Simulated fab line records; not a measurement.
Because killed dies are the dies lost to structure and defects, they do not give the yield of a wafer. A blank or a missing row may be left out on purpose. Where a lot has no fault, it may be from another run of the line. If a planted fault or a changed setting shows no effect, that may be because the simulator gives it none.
Struck lot and sound lot, side by side ; flow gf180mcu ; 27 steps out of a route of 602
Sound: the wafers L466.1, L466.2, L466.6. Struck: wafers L469.2, L469.4, L469.5. The cause is given at the end.
Order at every step that has rows: each side's tool, ch and its chambers, its first start. Under that, the readings that differ: sound wafers ; struck wafers ; difference of the means ; sigmas: that difference in standard deviations of wafers without a fault.
alike: a reading whose means differ by less than 2 such deviations, as well as words and numbers matching on both sides. not compared: withheld readings; readings where some wafer has no value; bounds like >300 that might hide an equal value; numbers whose values overlap and for which the record gives no deviation.
Wherever a step has rows on one side only, a row that says differs or no value, or a row with sigmas, the two part there. When numbers do not overlap yet have no deviation, they are printed without sigmas and do not part them. A reading missing from all wafers of one side parts the sides only when that side holds two or more wafers.

first, 3 steps without rows for these wafers: GF_STI_WET_ETCH_27 (etches Si3N4 in H3PO4, target depth 160 nm, time 1825 s); GF_STI_WET_ETCH_28 (etches SiO2 in dHF, target depth 20 nm, time 40 s); GF_STI_OXIDATION_29 (stabilise 600 s, purge 300 s, target thk 10 nm).
GF_STI_THK_MEAS_30:
  sound: filmMetro-02 at day 2 19:04; struck: filmMetro-02 at day 3 11:25
  alike: STI_OXIDATION_02_THK
then, 8 steps without rows for these wafers: GF_DNWELL_DEHYDRATE_00 (time 60 s); GF_DNWELL_HMDS_01 (prime time 60 s); GF_DNWELL_COAT_02 (resist thk 3000 nm); GF_DNWELL_SOFTBAKE_03; GF_DNWELL_EXPOSE_04 (exposes mask DNWELL, target cd 1700 nm); GF_DNWELL_PEB_05; GF_DNWELL_DEVELOP_06 (develop time 60 s); GF_DNWELL_IMPLANT_07.
GF_DNWELL_STRIP_08: strips in O2/N2.
  sound on plasmaAsher-01 ch 0,1, day 3 08:22; struck on plasmaAsher-01 ch 0, day 4 00:25
  no value came back on the struck wafers for any of 6 readings (chamberPressureMTorr (mTorr), drypumpMotorCurrentA (A) and others); on the sound wafers chamberPressureMTorr (mTorr) reads 1501.2 1500.4 1498.3
reading;sound;struck;difference;sigmas
model.coat_of_DNWELL_COAT_02.thkNm (nm);0 0 0;2994 2995 2999;+2996;
  not compared: rfHoursCounterH
GF_DNWELL_TW_MEAS_09:
  sound: filmMetro-01 at day 3 08:28; struck: filmMetro-01 at day 4 00:31
  alike: DNWELL_TW
then, 7 steps without rows for these wafers: GF_NWELL_DEHYDRATE_00 (time 60 s); GF_NWELL_HMDS_01 (prime time 60 s); GF_NWELL_COAT_02 (resist thk 3000 nm); GF_NWELL_SOFTBAKE_03; GF_NWELL_EXPOSE_04 (exposes mask Nwell, target cd 860 nm); GF_NWELL_PEB_05; GF_NWELL_DEVELOP_06 (develop time 60 s).
GF_NWELL_OVL_MEAS_07:
  sound: overlay-01 at day 3 21:29; struck: overlay-02 at day 4 12:23
  alike: NWELL_OVL
then, 2 steps without rows for these wafers: GF_NWELL_IMPLANT_08; GF_NWELL_IMPLANT_09.
GF_NWELL_STRIP_10: strips in O2/N2.
  sound on plasmaAsher-01 ch 0,1, day 3 21:50; struck on plasmaAsher-01 ch 0,1, day 4 12:43
reading;sound;struck;difference;sigmas
oesProductAu (a.u.);0.716 0.721 0.725;0.745 0.747 0.736;+0.022;+5
stripTimeToEndpointS (s);37.00 37.05 36.94;81.08 81.23 81.16;+44.16;+99 or more
  alike: chamberPressureMTorr, drypumpMotorCurrentA, heaterPowerW
  not compared: rfHoursCounterH
GF_NWELL_TW_MEAS_11:
  sound: filmMetro-03 at day 3 21:56; struck: filmMetro-01 at day 4 12:49
reading;sound;struck;difference;sigmas
NWELL_TW;1560 1561 1562;30 30 30;-1531;-99 or more
then, 1 step without rows for these wafers: GF_LVPWELL_DEHYDRATE_00 (time 60 s).

== WHERE THEY PART ==
At GF_DNWELL_STRIP_08 first; at GF_NWELL_TW_MEAS_11 last (within this record only).

WHY: the cause the simulator had injected
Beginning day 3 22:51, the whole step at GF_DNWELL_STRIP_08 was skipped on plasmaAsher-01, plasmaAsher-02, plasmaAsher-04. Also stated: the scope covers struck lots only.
